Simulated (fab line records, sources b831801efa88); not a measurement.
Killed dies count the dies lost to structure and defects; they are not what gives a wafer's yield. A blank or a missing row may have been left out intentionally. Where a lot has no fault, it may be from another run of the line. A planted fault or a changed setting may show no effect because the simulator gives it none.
Problem report in the 8D (eight disciplines) form, filled by code    flow sky130    the parts of the form that need people (team, actions taken, sign-off) are left out

== 1. PROBLEM STATEMENT ==
Wafers without a fault read 99.96 W, standard deviation 0.28; biasW at SKY_POLY_GATE_ETCH_15 reads a mean of 81.11 W on 2 wafers belonging to 2 lots. That is -67 standard deviations from the usual mean.
The step: etches BARC in N2/H2, stops on SiO2, time 118.5 s, target depth 110 nm.
First seen on wafer L983.6, day 18 13:26, on rieDiel-04. At this step, 18 wafers from 6 lots have a number in the record. The rule behind "out" and "out of limits": a value lying over 4 standard deviations away from the usual mean. Any other wafer with a number is counted as sound.

== 2. WHAT IT IS, AND WHAT IT ISN'T ==
question                     is                 is not
which readings at this step  biasW              drypumpMotorCurrentA, oesProductAu, throttleValvePct
which lots                   L983, L985         L981, L984, L988, L992
which wafers of those lots   L983.6, L985.3     L983.1, L983.2, L985.1, L985.4
read on which tools          rieDiel-04         rieDiel-02, rieDiel-03
when                         from day 18 13:26  up to then (5 sound wafers); but 11 sound wafers of L984, L985, L988, L992 came after

== 3. SUSPECTS, AND WHAT RULES EACH OUT ==
Counting: a tool at a process step up to the reading stays a suspect if it ran every lot that is out. Sound lots after the first of them don't rule it out here, since some wafers of a struck lot are sound.
- rieDiel-04 at SKY_POLY_GATE_ETCH_15 (etches BARC in N2/H2, stops on SiO2, time 118.5 s, target depth 110 nm): kept. Ran every lot that is out, first one L983 (day 18 13:26); last sound lot up to then L981 (day 17 20:23). Out on those wafers are its own readings of biasW.
- In rieDiel-04 at SKY_POLY_GATE_ETCH_15, the wafers that are out were processed in chamber 0 and their sound lot-mates in chambers 1, 2, 3.
After counting, what remains is rieDiel-04 at SKY_POLY_GATE_ETCH_15.

== 4. THE CAUSE (what the simulator had put in) ==
rieDiel-04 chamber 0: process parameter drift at SKY_POLY_GATE_ETCH_15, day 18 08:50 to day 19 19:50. Setting biasW shifted by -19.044 from 100. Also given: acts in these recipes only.
After counting, this tool was the only one left.

== 5. THE CHAIN OF EFFECTS, in route order ==
Each row: a reading whose mean over the struck wafers that have a number lies more than 3 standard deviations from the usual. Only readings for which the record gives a usual standard deviation are gone through. hours: the time from each lot's start at the first step in this table that gives one to its start at this step, as a median over the lots. sigmas: the change in usual standard deviations.
hours  step                   reading  usual    on struck wafers  change  sigmas
0      SKY_POLY_GATE_ETCH_15  biasW    99.96 W  81.11             -18.84  -67
The process steps in it:
- SKY_POLY_GATE_ETCH_15: etches BARC in N2/H2, stops on SiO2, time 118.5 s, target depth 110 nm.

== 6. HOW IT WOULD HAVE BEEN CAUGHT EARLIER ==
In this record the first reading out of limits was taken at day 18 13:26, 5 hours after the fault began at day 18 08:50.
